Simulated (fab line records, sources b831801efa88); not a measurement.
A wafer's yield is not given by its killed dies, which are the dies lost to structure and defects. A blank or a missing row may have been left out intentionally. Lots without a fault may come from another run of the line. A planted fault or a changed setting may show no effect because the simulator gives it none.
Struck lot and sound lot, side by side | flow sky130 | 21 out of 708 route steps
Sound: wafers L718.1, L718.2, L718.3. Wafers struck: L726.2, L726.3, L726.5. The cause is given at the end.
Each step with rows lists, per side, the tool, then ch with its chambers, then its first start. Under that, the readings that differ: sound wafers | struck wafers | difference of the means | sigmas: that difference in standard deviations of wafers without a fault.
alike: readings whose means differ by less than 2 such deviations, and words and numbers that are the same on both sides. not compared: withheld readings, readings that some wafer has no value for, bounds like >300 that may hide the same value, and numbers for which the record gives no deviation and whose values overlap.
A row with sigmas, a row that says differs or no value, or rows on one side alone: a step with any of these is where the two part. Numbers that don't overlap but have no deviation are shown without sigmas and don't part them. Lack of a reading on every wafer of one side parts them only where that side has two or more wafers.

first, 1 step without rows for these wafers: SKY_RES_XHIGH_IMPLANT_07.
SKY_RES_XHIGH_STRIP_08: strips in O2/N2.
  sound on plasma asher-01 ch 0,1, day 31 11:38; struck on plasma asher-02 ch 0, day 34 00:24
  alike: drypump motor current A, oes product au, strip time to endpoint s
  not compared: rf hours counter h
SKY_RES_XHIGH_TW_MEAS_09:
  sound: film metro-01 at day 31 11:44; struck: film metro-03 at day 34 00:31
  alike: RES_XHIGH_TW
then, 7 steps without rows for these wafers: SKY_SD_N_DEHYDRATE_00 (time 60 s); SKY_SD_N_HMDS_01 (prime time 60 s); SKY_SD_N_COAT_02 (resist thk 1140 nm); SKY_SD_N_SOFTBAKE_03 (time 60 s); SKY_SD_N_EXPOSE_04 (exposes mask NSDM, target cd 380 nm); SKY_SD_N_PEB_05; SKY_SD_N_DEVELOP_06 (develop time 60 s).
SKY_SD_N_CD_MEAS_07: the cd target is 380 nm.
  sound: cd sem-02 at day 32 15:05; struck: cd sem-01 at day 35 02:10
  alike: cd nm
SKY_SD_N_OVL_MEAS_08:
  sound: overlay-02 at day 32 15:12; struck: overlay-02 at day 35 02:16
  alike: SD_N_OVL
SKY_SD_N_IMPLANT_09:
  sound on implanter-02 ch 0, day 32 15:14; struck on implanter-04 ch 0, day 35 02:19
  reading                   | sound                | struck               | difference | sigmas
  beam energy keV           | 50.011 49.973 49.991 | 42.462 42.438 42.461 | -7.538     | -99 or more
  model.implant.rp nm (nm)  | 32.62 32.62 32.62    | 28.8 28.8 28.8       | -3.8       |
  model.implant.drp nm (nm) | 14.11 14.11 14.11    | 12.5 12.5 12.5       | -1.6       |
  alike: dose ions cm2
after that, 1 step had no rows for these wafers: SKY_SD_N_IMPLANT_10.
SKY_SD_N_STRIP_11: strips in O2/N2.
  sound on plasma asher-03 ch 0,1, day 32 15:32; struck on plasma asher-03 ch 0,1, day 35 02:36
  reading                      | sound             | struck            | difference | sigmas
  oes product au (a.u.)        | 0.526 0.527 0.537 | 0.534 0.548 0.538 | +0.010     | +2
  strip time to endpoint s (s) | 22.61 22.58 22.63 | 21.44 21.41 21.44 | -1.18      | -27
  alike: drypump motor current A
  not compared: rf hours counter h
SKY_SD_N_TW_MEAS_12:
  sound: film metro-03 at day 32 15:38; struck: film metro-01 at day 35 02:43
  reading | sound          | struck         | difference | sigmas
  SD_N_TW | 3982 3977 3987 | 3816 3824 3811 | -165       | -7
then, 1 step without rows for these wafers: SKY_SD_N_CLEAN_13 (cleans in SC1/SC2, time 150 s).
SKY_SD_N_RTA_14: time 2 s.
  sound on rtp anneal-02 ch 0, day 32 15:45; struck on rtp anneal-02 ch 0, day 35 02:49
  alike: lamp power pct, wafer_temp_C_max
SKY_SD_N_RS_MEAS_16: measurement is done with a four-point probe.
  sound: film metro-01 at day 32 15:55; struck: film metro-02 at day 35 03:00
  reading          | sound             | struck            | difference | sigmas
  SD_N_RS (ohm/sq) | 68.43 68.46 68.48 | 74.40 74.13 74.25 | +5.80      | +58
SKY_SD_N_RS_MEAS_17: measurement is done with a four-point probe.
  sound: film metro-01 at day 32 16:02; struck: film metro-02 at day 35 03:07
  alike: SD_P_RS
-- a jump in the record: the struck wafers' starts before and after are 16 days apart (it breaks off in module SD_N and resumes in module PAD_OPEN, where the first step shown is number 708 of the route) --
SKY_PAD_OPEN_PROBE_99:
  sound: prober-01 at day 49 02:45; struck: prober-01 at day 50 19:12
  reading                            | sound             | struck            | difference | sigmas
  model.etest.res ndiff.line ohm um  | 762 763.6 757     | 818.9 824 807.8   | +56.0      |
  model.etest.res ndiff.rs ohm sq    | 118.9 120 118.1   | 128 128.3 127.7   | +9         |
  model.etest.res ndiff hv.rs ohm sq | 112.8 113.8 112.7 | 121.1 120.4 121.7 | +8.0       |
  alike: killed_at_M0_to_M3, killed_at_M4_up, killed at contacts, killed at front end, killed at other, killed dies, killed open, killed short

== WHERE THEY PART ==
At SKY_SD_N_IMPLANT_09 first; at SKY_SD_N_RS_MEAS_16 last (within this record only). Later steps at which nothing parts them and some readings are alike: SKY_SD_N_RS_MEAS_17, SKY_PAD_OPEN_PROBE_99.

WHY: whatever the simulator had introduced
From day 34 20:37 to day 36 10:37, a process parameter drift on implanter-04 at SKY_SD_N_IMPLANT_09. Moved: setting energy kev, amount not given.
